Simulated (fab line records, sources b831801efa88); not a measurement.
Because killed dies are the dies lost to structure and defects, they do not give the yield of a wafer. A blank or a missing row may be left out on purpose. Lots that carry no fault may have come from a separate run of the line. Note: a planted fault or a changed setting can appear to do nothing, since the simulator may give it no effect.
fab line records	flow sky130
[record] lots = 12	wafers = 36	last_day = 50
route steps=708 shown GATE_OXIDE@200 POLY_GATE@232 LDD_N@244 PAD_OPEN@708
lots that met no fault: taken from a fault-free run of the same line
start_h: hours from the record's first day to the start of the lot's first wafer shown	wait_h: how many hours have passed since the lot's step before this one	" unchanged from the row above	L1.1+2: several wafers, shown together as one row	- no value, or no start was given	* or withheld: withheld	< > ~ a bound
route shown NAME@n: names a module that has steps shown in the file, with the first one's number in the route	usual: mean and standard deviation over wafers with no fault	same: alike in all rows	chamber/n: place in a boat	sites: per-site readings	_std_site: standard deviation of those values	_edge_site: the outer-site mean with the inner-site mean subtracted	radius_mm: for every site, how far away it sits from the centre of the wafer	mask NAME#n: copy n	behind: the last tool/chamber to shape the wafer	hold: what put the lot on hold/how long, in hours/how the hold closed	device: which transistor (n, p or np) failed to switch	end of line: the route-end tests of the same wafers	a step without rows: its recipe alone	killed: dies lost to structure and defects at the first sort, not the wafer's yield	map: a wafer's dies, marking killed ones x, the rest . and places with no die _
set.NAME: the setting the step ran with; set.NAME@STEP: the setting that earlier step ran with	model.NAME: the simulator's own value behind a step, which no gauge read
steps of the route over a sample of lots; a table a step, a row a wafer
services: from which hour (start_h, from the record's first day; less than 0 if before it) a tool's chamber was out of use, for how many hours, and why
[[steps]]
[step SKY_GATE_OXIDE_STRIP_13]
[recipe] chemistry = O2/N2	power_w = 1400	pressure_mtorr = 1500	platen_temp_c = withheld	o2_flow_sccm = 3000	n2_flow_sccm = 300	overash_fraction = 0.5
[usual] drypump_motor_current_A = 5.7/0.34	n2_flow_sccm = 300.0/1	o2_flow_sccm = 3001/8.8	oes_product_au = 0.715/0.0044	strip_time_to_endpoint_s = 14.18/0.038
lot.wafer	tool	chamber	start_h	wait_h	drypump_motor_current_A	n2_flow_sccm	o2_flow_sccm	oes_product_au	rf_hours_counter_h	strip_time_to_endpoint_s
L293.1	plasma_asher-04	0	317.34	0.0	5.8	299.8	3003	0.717	64	14.19
L293.2	"	1	"	"	5.1	299.0	3010	0.710	64	14.23
L293.3	"	1	"	"	5.0	300.9	3005	0.714	-	14.19
L295.4	plasma_asher-02	1	325.79	0.0	5.7	300.8	2999	0.721	-	14.19
L295.5	"	1	"	"	5.7	300.5	3011	0.715	-	14.23
L295.6	"	0	"	"	6.1	300.8	3019	0.722	-	14.21
L296.1	plasma_asher-04	1	339.04	0.0	5.0	299.1	2992	0.709	66	14.21
L296.4	"	1	"	"	5.0	301.5	3000	0.712	-	14.23
L296.5	"	1	"	"	5.0	299.7	3002	0.712	-	14.21
L305.1	plasma_asher-04	1	416.70	0.0	5.1	301.0	2995	0.714	74	14.27
L305.3	"	0	"	"	5.7	301.2	2999	0.711	-	14.27
L305.6	"	0	"	"	5.7	299.8	3017	0.710	-	14.24
L306.1	plasma_asher-03	1	425.45	0.0	5.9	299.9	2992	0.720	74	14.14
L306.4	"	1	"	"	5.9	299.9	3003	0.721	-	14.15
L306.5	"	1	"	"	5.9	300.4	2999	0.705	-	14.19
L307.2	plasma_asher-03	0	430.88	0.0	6.0	300.4	3003	0.718	75	14.16
L307.4	"	0	"	"	5.9	299.9	2992	0.719	-	14.20
L307.6	"	0	"	"	5.9	299.9	3009	0.718	-	14.21
L309.1	plasma_asher-02	0	446.05	0.0	6.0	299.9	3010	0.717	58	14.19
L309.3	"	1	"	"	5.7	300.6	3015	0.722	-	14.14
L309.6	"	0	"	"	6.0	299.6	3005	0.712	-	14.19
L310.1	plasma_asher-04	1	455.69	0.0	5.0	299.6	3001	0.721	3	14.19
L310.3	"	0	"	"	5.7	300.2	3003	0.714	-	14.16
L310.4	"	1	"	"	5.0	299.3	2993	0.710	-	14.19
L312.3	plasma_asher-02	0	473.77	0.0	6.1	299.4	3000	0.708	-	14.14
L312.4	"	1	"	"	5.7	298.0	3007	0.717	-	14.17
L312.5	"	1	"	"	5.7	300.5	2987	0.711	-	14.11
L313.2	plasma_asher-03	0	480.59	0.0	6.0	300.6	3005	0.722	79	14.19
L313.4	"	0	"	"	6.0	301.2	3001	0.720	-	14.18
L313.5	"	1	"	"	5.9	300.2	2988	0.716	-	14.18
L315.2	plasma_asher-02	0	498.59	0.0	6.0	300.9	2992	0.714	63	14.20
L315.3	"	0	"	"	6.0	300.6	3006	0.719	-	14.16
L315.4	"	1	"	"	5.7	301.7	3010	0.707	-	14.14
L316.2	plasma_asher-04	0	504.33	0.0	5.7	300.3	3008	0.709	8	14.19
L316.4	"	0	"	"	5.7	301.9	3001	0.712	-	14.19
L316.6	"	1	"	"	5.1	300.3	3007	0.715	-	14.20
[step SKY_POLY_GATE_STRIP_18]
[recipe] chemistry = O2/N2	power_w = 1400	pressure_mtorr = 1500	platen_temp_c = withheld	o2_flow_sccm = 3000	n2_flow_sccm = 300	overash_fraction = 0.5
[usual] drypump_motor_current_A = 5.87/0.11	n2_flow_sccm = 300.2/0.81	o2_flow_sccm = 3000/9.7	oes_product_au = 0.360/0.0049	strip_time_to_endpoint_s = 3.14/0.052
lot.wafer	tool	chamber	start_h	wait_h	drypump_motor_current_A	n2_flow_sccm	o2_flow_sccm	oes_product_au	rf_hours_counter_h	strip_time_to_endpoint_s
L293.1	plasma_asher-01	0	380.50	0.0	5.86	299.9	2991	0.361	25	3.11
L293.2	"	1	"	"	5.79	300.2	3007	0.353	25	3.12
L293.3	"	0	"	"	5.85	298.5	2989	0.354	-	3.07
L295.4	plasma_asher-02	0	389.54	0.1	5.97	298.7	3004	0.363	-	3.17
L295.5	"	1	"	"	5.70	301.2	3002	0.358	-	3.15
L295.6	"	0	"	"	6.06	299.8	2994	0.356	-	3.19
L296.1	plasma_asher-03	0	403.14	0.0	5.97	300.0	3002	0.352	71	3.10
L296.4	"	0	"	"	5.98	301.0	3006	0.362	-	3.13
L296.5	"	1	"	"	5.84	300.8	3010	0.359	-	3.16
L305.1	plasma_asher-03	1	485.16	0.0	5.85	299.5	3016	0.353	80	3.08
L305.3	"	1	"	"	5.85	299.9	3019	0.356	-	3.12
L305.6	"	1	"	"	5.85	302.2	3015	0.361	-	3.11
L306.1	plasma_asher-02	1	494.11	0.0	5.70	299.7	2993	0.349	62	3.01
L306.4	"	1	"	"	5.71	300.1	2995	0.359	-	3.17
L306.5	"	0	"	"	6.02	300.8	2995	0.361	-	3.19
L307.2	plasma_asher-03	0	498.66	0.0	5.96	299.5	3000	0.360	81	3.04
L307.4	"	1	"	"	5.89	300.2	2999	0.364	-	3.16
L307.6	"	1	"	"	5.85	300.1	3006	0.359	-	3.16
L309.1	plasma_asher-02	1	514.45	0.0	5.71	299.6	3017	0.354	65	3.11
L309.3	"	0	"	"	6.00	301.3	3002	0.354	-	3.11
L309.6	"	0	"	"	6.02	299.7	3008	0.359	-	3.07
L310.1	plasma_asher-02	1	523.15	0.0	5.70	299.7	3016	0.360	65	3.18
L310.3	"	0	"	"	5.98	298.9	3001	0.355	-	3.11
L310.4	"	1	"	"	5.71	300.0	3020	0.360	-	3.14
L312.3	plasma_asher-03	0	541.38	0.1	5.97	299.9	2988	0.360	-	3.16
L312.4	"	1	"	"	5.86	299.9	3001	0.360	-	3.22
L312.5	"	1	"	"	5.88	300.4	3002	0.359	-	3.21
L313.2	plasma_asher-01	0	546.99	0.0	5.84	300.3	2993	0.365	43	3.09
L313.4	"	0	"	"	5.86	299.3	3001	0.355	-	3.13
L313.5	"	1	"	"	5.82	299.9	3019	0.352	-	2.99
L315.2	plasma_asher-03	0	563.80	0.0	5.96	301.0	3001	0.360	87	3.13
L315.3	"	1	"	"	5.84	300.5	2991	0.364	-	3.16
L315.4	"	0	"	"	5.98	299.9	2995	0.359	-	3.12
L316.2	plasma_asher-02	1	570.46	0.0	5.71	300.3	3002	0.355	70	3.16
L316.4	"	0	"	"	6.01	300.4	2994	0.371	-	3.17
L316.6	"	0	"	"	6.03	300.3	2998	0.366	-	3.22
[step SKY_LDD_N_OVL_MEAS_07]
[usual] LDD_N_OVL = 0.2/1.8
lot.wafer	tool	chamber	start_h	wait_h	LDD_N_OVL[nm]
L293.1	overlay-01	-	413.45	0.1	-1.0
L293.2	"	-	"	"	0.7
L293.3	"	-	"	"	-2.7
L295.4	overlay-02	-	419.74	0.1	-2.2
L295.5	"	-	"	"	-1.6
L295.6	"	-	"	"	-1.6
L296.1	overlay-01	-	438.52	0.1	2.2
L296.4	"	-	"	"	1.3
L296.5	"	-	"	"	1.3
L305.1	overlay-01	-	517.70	0.1	1.6
L305.3	"	-	"	"	1.1
L305.6	"	-	"	"	-0.5
L306.1	overlay-01	-	525.87	0.1	3.5
L306.4	"	-	"	"	1.9
L306.5	"	-	"	"	0.5
L307.2	overlay-02	-	529.78	0.1	0.7
L307.4	"	-	"	"	-1.5
L307.6	"	-	"	"	0.8
L309.1	overlay-02	-	546.50	0.1	0.1
L309.3	"	-	"	"	0.5
L309.6	"	-	"	"	-0.3
L310.1	overlay-02	-	554.37	0.1	4.0
L310.3	"	-	"	"	1.8
L310.4	"	-	"	"	1.8
L312.3	overlay-02	-	573.08	0.1	0.9
L312.4	"	-	"	"	0.0
L312.5	"	-	"	"	-0.3
L313.2	overlay-02	-	577.80	0.1	-1.3
L313.4	"	-	"	"	-2.5
L313.5	"	-	"	"	-1.0
L315.2	overlay-01	-	594.00	0.1	-0.3
L315.3	"	-	"	"	0.2
L315.4	"	-	"	"	1.0
L316.2	overlay-02	-	602.58	0.1	-3.3
L316.4	"	-	"	"	0.3
L316.6	"	-	"	"	-2.6
[step SKY_LDD_N_IMPLANT_12]
[recipe] species = BF2	energy_kev = 50	dose_cm2 = 5e+12	tilt_deg = 30	rotation_deg = 0
[usual] beam_energy_keV = 50.000/0.014
lot.wafer	tool	chamber	start_h	wait_h	beam_energy_keV
L293.1	implanter-04	0	414.08	0.1	49.994
L293.2	"	0	"	"	49.982
L293.3	"	0	"	"	49.980
L295.4	implanter-02	0	420.43	0.1	49.982
L295.5	"	0	"	"	49.979
L295.6	"	0	"	"	50.015
L296.1	implanter-02	0	439.16	0.1	49.995
L296.4	"	0	"	"	49.998
L296.5	"	0	"	"	50.024
L305.1	implanter-01	0	518.33	0.1	35.235
L305.3	"	0	"	"	35.263
L305.6	"	0	"	"	35.274
L306.1	implanter-01	0	526.51	0.1	35.265
L306.4	"	0	"	"	35.252
L306.5	"	0	"	"	35.276
L307.2	implanter-02	0	530.43	0.1	49.979
L307.4	"	0	"	"	50.022
L307.6	"	0	"	"	49.987
L309.1	implanter-02	0	549.24	2.2	49.978
L309.3	"	0	"	"	50.015
L309.6	"	0	"	"	49.984
L310.1	implanter-04	0	555.01	0.1	49.989
L310.3	"	0	"	"	50.022
L310.4	"	0	"	"	50.005
L312.3	implanter-04	0	573.76	0.1	50.001
L312.4	"	0	"	"	50.002
L312.5	"	0	"	"	50.011
L313.2	implanter-04	0	578.46	0.1	50.005
L313.4	"	0	"	"	50.005
L313.5	"	0	"	"	49.996
L315.2	implanter-01	0	594.66	0.1	50.000
L315.3	"	0	"	"	50.012
L315.4	"	0	"	"	50.008
L316.2	implanter-02	0	603.23	0.1	50.014
L316.4	"	0	"	"	50.010
L316.6	"	0	"	"	50.009
[step SKY_PAD_OPEN_PROBE_99]
[usual] killed_at_M0_to_M3 = 41/6.2	killed_at_M4_up = 3.0/1.7	killed_at_contacts = 25/5.8	killed_at_front_end = 16/4.5	killed_at_other = 0.2/0.42	killed_dies = 85/8.4	killed_open = 46/5.9	killed_short = 39/6.3
[same] gross_dies = 492	killed_at_back_side = 0
lot.wafer	tool	chamber	start_h	wait_h	killed_at_M0_to_M3	killed_at_M4_up	killed_at_contacts	killed_at_front_end	killed_at_other	killed_dies	killed_open	killed_short
L293.1	prober-02	-	1083.19	0.1	49	5	10	14	0	78	43	35
L293.2	prober-02	-	1083.24	0.1	38	2	31	30	0	101	63	38
L293.3	prober-02	-	1083.29	0.2	35	2	19	19	0	75	43	32
L295.4	prober-02	-	1090.72	0.2	43	4	30	19	0	96	55	41
L295.5	prober-02	-	1090.77	0.2	32	4	32	19	1	88	46	42
L295.6	prober-02	-	1090.82	0.2	51	2	24	13	0	90	53	37
L296.1	prober-01	-	1102.48	0.1	35	7	40	7	1	90	54	36
L296.4	prober-01	-	1102.63	0.2	36	1	24	13	0	74	42	32
L296.5	prober-01	-	1102.68	0.2	37	4	35	13	0	89	56	33
L305.1	prober-02	-	1152.11	0.1	43	3	26	13	0	85	51	34
L305.3	prober-02	-	1152.21	0.2	45	4	19	16	0	84	50	34
L305.6	prober-02	-	1152.36	0.2	47	7	24	16	1	95	55	40
L306.1	prober-01	-	1159.86	0.1	47	3	23	16	0	89	49	38
L306.4	prober-01	-	1160.01	0.2	49	0	15	21	1	86	41	42
L306.5	prober-01	-	1160.06	0.2	45	5	20	16	0	86	47	37
L307.2	prober-02	-	1161.86	0.1	50	2	26	15	0	93	50	43
L307.4	prober-02	-	1161.96	0.2	35	3	28	14	0	80	47	33
L307.6	prober-02	-	1162.06	0.2	38	3	30	15	0	86	43	43
L309.1	prober-02	-	1172.06	0.1	42	1	17	14	0	74	38	36
L309.3	prober-02	-	1172.16	0.2	37	0	28	15	0	80	41	39
L309.6	prober-02	-	1172.31	0.2	40	3	27	10	0	80	47	33
L310.1	prober-01	-	1177.33	0.1	48	3	30	16	0	97	49	48
L310.3	prober-01	-	1177.43	0.2	49	3	28	18	0	98	50	47
L310.4	prober-01	-	1177.48	0.2	46	2	32	11	0	91	48	43
L313.2	prober-01	-	1187.02	0.1	33	6	20	20	0	79	37	42
L313.4	prober-01	-	1187.12	0.2	42	3	25	10	0	80	44	36
L313.5	prober-01	-	1187.17	0.2	39	6	20	20	0	85	35	48
L312.3	prober-02	-	1187.42	0.2	41	3	32	21	0	97	55	42
L312.4	prober-02	-	1187.47	0.2	48	3	15	18	0	84	48	36
L312.5	prober-02	-	1187.52	0.2	40	3	23	16	0	82	49	33
L315.2	prober-02	-	1197.39	0.1	49	2	15	15	0	81	50	30
L315.3	prober-02	-	1197.44	0.2	36	2	24	17	0	79	46	33
L315.4	prober-02	-	1197.49	0.2	36	0	26	12	0	74	45	28
L316.2	prober-01	-	1202.86	0.1	45	4	15	11	0	75	41	34
L316.4	prober-01	-	1202.96	0.2	34	2	27	14	0	77	45	32
L316.6	prober-01	-	1203.06	0.2	38	6	20	16	0	80	39	41
// killed by level:class
L293.1 VIA1:geometric_particle:open=14 VIA2:geometric_particle:open=7 VIA1:geometric_particle:short=6 METAL2:geometric_particle:short=6 FIELD_ISO:geometric_particle:open=5 VIA3:geometric_particle:open=5 FIELD_ISO:geometric_particle:short=4 METAL1:geometric_particle:short=4
L293.2 CONTACT:geometric_particle:open=13 VIA1:geometric_particle:open=12 LI_CONTACT:geometric_particle:open=8 FIELD_ISO:geometric_particle:open=7 POLY_GATE:geometric_particle:short=7 VIA2:geometric_particle:open=6 POLY_GATE:geometric_particle:open=5 LOCAL_INTERCONNECT:geometric_particle:short=5
L293.3 VIA3:geometric_particle:open=8 CONTACT:geometric_particle:open=7 POLY_GATE:geometric_particle:open=7 METAL2:geometric_particle:short=7 LOCAL_INTERCONNECT:geometric_particle:short=5 VIA2:geometric_particle:open=5 FIELD_ISO:geometric_particle:open=4 FIELD_ISO:geometric_particle:short=4
L295.4 LI_CONTACT:geometric_particle:open=11 VIA3:geometric_particle:open=7 VIA1:geometric_particle:open=7 CONTACT:geometric_particle:short=6 VIA2:geometric_particle:open=6 CONTACT:geometric_particle:open=6 VIA1:geometric_particle:short=5 METAL2:geometric_particle:short=5
L295.5 LI_CONTACT:geometric_particle:open=10 CONTACT:geometric_particle:short=9 CONTACT:geometric_particle:open=8 VIA1:geometric_particle:open=7 VIA1:geometric_particle:short=7 FIELD_ISO:geometric_particle:short=5 POLY_GATE:geometric_particle:short=5 VIA2:geometric_particle:open=4
L295.6 VIA1:geometric_particle:open=15 CONTACT:geometric_particle:open=11 VIA2:geometric_particle:open=10 VIA3:geometric_particle:short=7 METAL1:geometric_particle:short=6 FIELD_ISO:geometric_particle:open=4 LI_CONTACT:geometric_particle:open=4 LOCAL_INTERCONNECT:geometric_particle:short=4
L296.1 CONTACT:geometric_particle:open=13 LI_CONTACT:geometric_particle:open=10 VIA1:geometric_particle:open=10 VIA2:geometric_particle:open=9 CONTACT:geometric_particle:short=7 LOCAL_INTERCONNECT:geometric_particle:short=6 FIELD_ISO:geometric_particle:short=4 METAL4:geometric_particle:short=4
L296.4 VIA1:geometric_particle:open=9 CONTACT:geometric_particle:open=8 LI_CONTACT:geometric_particle:open=6 METAL1:geometric_particle:short=6 LOCAL_INTERCONNECT:geometric_particle:short=5 VIA3:geometric_particle:open=5 METAL3:geometric_particle:short=4 POLY_GATE:geometric_particle:open=3
L296.5 CONTACT:geometric_particle:open=12 LI_CONTACT:geometric_particle:open=10 VIA3:geometric_particle:open=10 CONTACT:geometric_particle:short=7 METAL1:geometric_particle:short=6 FIELD_ISO:geometric_particle:open=5 VIA1:geometric_particle:open=5 VIA3:geometric_particle:short=4
L305.1 CONTACT:geometric_particle:open=14 VIA1:geometric_particle:open=10 LI_CONTACT:geometric_particle:open=7 VIA1:geometric_particle:short=7 VIA3:geometric_particle:open=5 FIELD_ISO:geometric_particle:short=4 METAL2:geometric_particle:short=4 VIA2:geometric_particle:open=4
L305.3 VIA1:geometric_particle:open=10 CONTACT:geometric_particle:open=8 FIELD_ISO:geometric_particle:short=5 METAL1:geometric_particle:short=5 METAL1:geometric_particle:open=5 METAL2:geometric_particle:short=5 VIA2:geometric_particle:open=5 FIELD_ISO:geometric_particle:open=4
L305.6 VIA1:geometric_particle:open=12 CONTACT:geometric_particle:open=7 METAL2:geometric_particle:short=7 FIELD_ISO:geometric_particle:short=6 LI_CONTACT:geometric_particle:open=6 VIA2:geometric_particle:open=6 VIA3:geometric_particle:open=6 VIA1:geometric_particle:short=5
L306.1 VIA1:geometric_particle:open=11 VIA2:geometric_particle:open=8 LI_CONTACT:geometric_particle:open=7 CONTACT:geometric_particle:open=7 VIA1:geometric_particle:short=6 METAL1:geometric_particle:short=6 FIELD_ISO:geometric_particle:open=5 POLY_GATE:geometric_particle:open=4
L306.4 VIA1:geometric_particle:open=13 VIA2:geometric_particle:open=9 METAL2:geometric_particle:short=7 VIA1:geometric_particle:short=6 METAL3:geometric_particle:short=6 FIELD_ISO:geometric_particle:short=5 POLY_GATE:geometric_particle:open=5 CONTACT:geometric_particle:open=5
L306.5 CONTACT:geometric_particle:open=9 VIA3:geometric_particle:open=9 VIA1:geometric_particle:short=6 METAL2:geometric_particle:short=6 VIA2:geometric_particle:open=6 VIA1:geometric_particle:open=5 LI_CONTACT:geometric_particle:open=4 FIELD_ISO:geometric_particle:open=3
L307.2 VIA1:geometric_particle:open=15 VIA3:geometric_particle:open=10 CONTACT:geometric_particle:open=9 LI_CONTACT:geometric_particle:open=7 VIA2:geometric_particle:open=5 CONTACT:geometric_particle:short=5 METAL1:geometric_particle:short=5 METAL2:geometric_particle:short=5
L307.4 CONTACT:geometric_particle:open=16 VIA1:geometric_particle:open=9 LI_CONTACT:geometric_particle:open=7 METAL2:geometric_particle:short=7 LOCAL_INTERCONNECT:geometric_particle:short=4 POLY_GATE:geometric_particle:open=3 METAL1:geometric_particle:short=3 METAL3:geometric_particle:short=3
L307.6 VIA1:geometric_particle:open=11 CONTACT:geometric_particle:open=9 LI_CONTACT:geometric_particle:open=8 CONTACT:geometric_particle:short=6 LI_CONTACT:geometric_particle:short=5 VIA3:geometric_particle:open=5 POLY_GATE:geometric_particle:open=4 POLY_GATE:geometric_particle:short=4
L309.1 VIA1:geometric_particle:open=12 METAL1:geometric_particle:short=5 VIA3:geometric_particle:open=5 LI_CONTACT:geometric_particle:open=4 CONTACT:geometric_particle:open=4 CONTACT:geometric_particle:short=4 VIA1:geometric_particle:short=4 FIELD_ISO:geometric_particle:short=3
L309.3 VIA1:geometric_particle:open=10 LI_CONTACT:geometric_particle:open=8 LI_CONTACT:geometric_particle:short=7 METAL1:geometric_particle:short=7 LOCAL_INTERCONNECT:geometric_particle:short=5 VIA2:geometric_particle:open=5 POLY_GATE:geometric_particle:open=4 CONTACT:geometric_particle:open=4
L309.6 VIA1:geometric_particle:open=11 VIA2:geometric_particle:open=9 CONTACT:geometric_particle:open=7 LI_CONTACT:geometric_particle:open=7 LI_CONTACT:geometric_particle:short=5 LOCAL_INTERCONNECT:geometric_particle:short=5 VIA3:geometric_particle:open=5 METAL2:geometric_particle:short=4
L310.1 CONTACT:geometric_particle:short=10 VIA2:geometric_particle:open=9 VIA3:geometric_particle:open=8 VIA3:geometric_particle:short=8 CONTACT:geometric_particle:open=7 VIA1:geometric_particle:open=7 VIA1:geometric_particle:short=5 LI_CONTACT:geometric_particle:short=5
L310.3 CONTACT:geometric_particle:open=11 METAL2:geometric_particle:short=9 LI_CONTACT:geometric_particle:open=8 VIA3:geometric_particle:open=7 VIA3:geometric_particle:short=6 METAL1:geometric_particle:short=6 METAL3:geometric_particle:short=5 CONTACT:geometric_particle:short=5
L310.4 CONTACT:geometric_particle:open=12 CONTACT:geometric_particle:short=9 METAL1:geometric_particle:short=9 VIA3:geometric_particle:open=8 VIA2:geometric_particle:open=7 METAL2:geometric_particle:short=6 VIA1:geometric_particle:open=6 FIELD_ISO:geometric_particle:short=5
L313.2 CONTACT:geometric_particle:open=10 VIA3:geometric_particle:open=7 METAL4:geometric_particle:short=6 POLY_GATE:geometric_particle:open=5 METAL2:geometric_particle:short=5 FIELD_ISO:geometric_particle:short=4 POLY_GATE:geometric_particle:short=4 VIA2:geometric_particle:short=4
L313.4 CONTACT:geometric_particle:open=11 VIA1:geometric_particle:open=10 VIA3:geometric_particle:open=8 METAL1:geometric_particle:short=7 CONTACT:geometric_particle:short=5 VIA2:geometric_particle:open=5 FIELD_ISO:geometric_particle:open=3 FIELD_ISO:geometric_particle:short=3
L313.5 FIELD_ISO:geometric_particle:short=7 VIA2:geometric_particle:short=7 POLY_GATE:geometric_particle:short=6 CONTACT:geometric_particle:open=6 CONTACT:geometric_particle:short=5 VIA1:geometric_particle:open=5 VIA2:geometric_particle:open=5 POLY_GATE:geometric_particle:open=4
L312.3 CONTACT:geometric_particle:open=13 LI_CONTACT:geometric_particle:open=10 VIA1:geometric_particle:open=10 POLY_GATE:geometric_particle:open=7 VIA1:geometric_particle:short=7 METAL2:geometric_particle:short=6 FIELD_ISO:geometric_particle:short=5 VIA2:geometric_particle:open=5
L312.4 VIA3:geometric_particle:open=13 VIA1:geometric_particle:open=11 POLY_GATE:geometric_particle:open=7 CONTACT:geometric_particle:open=6 METAL2:geometric_particle:short=5 VIA1:geometric_particle:short=4 CONTACT:geometric_particle:short=4 METAL3:geometric_particle:short=4
L312.5 VIA1:geometric_particle:open=12 CONTACT:geometric_particle:open=9 FIELD_ISO:geometric_particle:short=7 LI_CONTACT:geometric_particle:open=6 VIA2:geometric_particle:open=6 VIA3:geometric_particle:open=6 FIELD_ISO:geometric_particle:open=4 CONTACT:geometric_particle:short=4
L315.2 VIA1:geometric_particle:open=10 VIA3:geometric_particle:open=9 FIELD_ISO:geometric_particle:open=6 CONTACT:geometric_particle:open=6 LI_CONTACT:geometric_particle:open=5 VIA1:geometric_particle:short=5 VIA2:geometric_particle:open=5 FIELD_ISO:geometric_particle:short=4
L315.3 LI_CONTACT:geometric_particle:open=11 VIA1:geometric_particle:open=7 METAL1:geometric_particle:short=6 CONTACT:geometric_particle:open=5 VIA2:geometric_particle:open=5 CONTACT:geometric_particle:short=4 METAL2:geometric_particle:short=4 VIA3:geometric_particle:open=4
L315.4 CONTACT:geometric_particle:open=10 VIA3:geometric_particle:open=10 LI_CONTACT:geometric_particle:open=7 LOCAL_INTERCONNECT:geometric_particle:short=4 CONTACT:geometric_particle:short=4 METAL2:geometric_particle:short=4 VIA1:geometric_particle:open=4 FIELD_ISO:geometric_particle:short=3
L316.2 VIA1:geometric_particle:open=14 VIA2:geometric_particle:open=7 VIA1:geometric_particle:short=6 POLY_GATE:geometric_particle:short=5 VIA3:geometric_particle:open=5 CONTACT:geometric_particle:open=4 VIA2:geometric_particle:short=4 LI_CONTACT:geometric_particle:short=3
L316.4 CONTACT:geometric_particle:open=11 VIA1:geometric_particle:open=8 VIA3:geometric_particle:open=7 LI_CONTACT:geometric_particle:open=6 VIA2:geometric_particle:open=5 METAL2:geometric_particle:short=5 POLY_GATE:geometric_particle:short=4 VIA1:geometric_particle:short=4
L316.6 VIA1:geometric_particle:open=10 CONTACT:geometric_particle:open=6 FIELD_ISO:geometric_particle:short=5 METAL3:geometric_particle:short=5 METAL2:geometric_particle:short=5 METAL4:geometric_particle:short=5 FIELD_ISO:geometric_particle:open=4 LI_CONTACT:geometric_particle:open=4
[[services]]
tool	chamber	start_h	hours	kind
plasma_asher-03	-	295.31	8.8	repair
implanter-01	-	313.37	5.2	repair
implanter-02	-	314.17	0.5	repair
implanter-02	-	318.46	2.1	repair
implanter-02	-	346.43	6.3	repair
plasma_asher-04	-	376.93	2.8	pm
plasma_asher-02	-	379.23	2.2	repair
implanter-02	-	385.43	5.3	pm
implanter-04	-	388.11	9.9	repair
implanter-04	-	403.31	4.2	repair
implanter-01	-	418.16	6.7	repair
plasma_asher-02	-	418.67	15.6	pm
plasma_asher-04	-	421.25	9.0	pm
implanter-02	-	459.08	4.2	pm
plasma_asher-03	-	463.42	3.6	repair
implanter-02	-	470.16	1.2	repair
implanter-04	-	481.94	2.9	pm
plasma_asher-03	-	485.36	4.7	repair
plasma_asher-03	-	500.66	2.8	pm
implanter-04	-	537.56	1.0	repair
implanter-02	-	552.35	4.2	repair
plasma_asher-02	-	585.15	2.8	pm
implanter-02	-	586.41	3.4	repair
plasma_asher-02	-	599.15	7.2	repair
[[key]]
[first_sign] step = SKY_LDD_N_IMPLANT_12	reading = beam_energy_keV	direction = down	sigmas = 99+	usual = *	struck = *
effect none on later readings
met_at SKY_LDD_N_IMPLANT_12
struck_lots L305,L306
tester_left_out L305,L306
not_acting_at SKY_GATE_OXIDE_STRIP_13,SKY_POLY_GATE_STRIP_18,SKY_LDD_N_OVL_MEAS_07
[fault] kind = process_parameter_drift	tool = implanter-01	chamber = -	onset_h = 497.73	steps = SKY_LDD_N_IMPLANT_12	channel = energy_kev	offset = *	shape = step	end_h = 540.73	acts_in = *	stated = *
// tester_left_out: of these lots the tester's yield and bins aren't shown, on N5 and GAA mostly nor the transistor test; their killed dies are dies lost to structure and defects alone, not to doping, threshold or leakage, so they don't give the yield
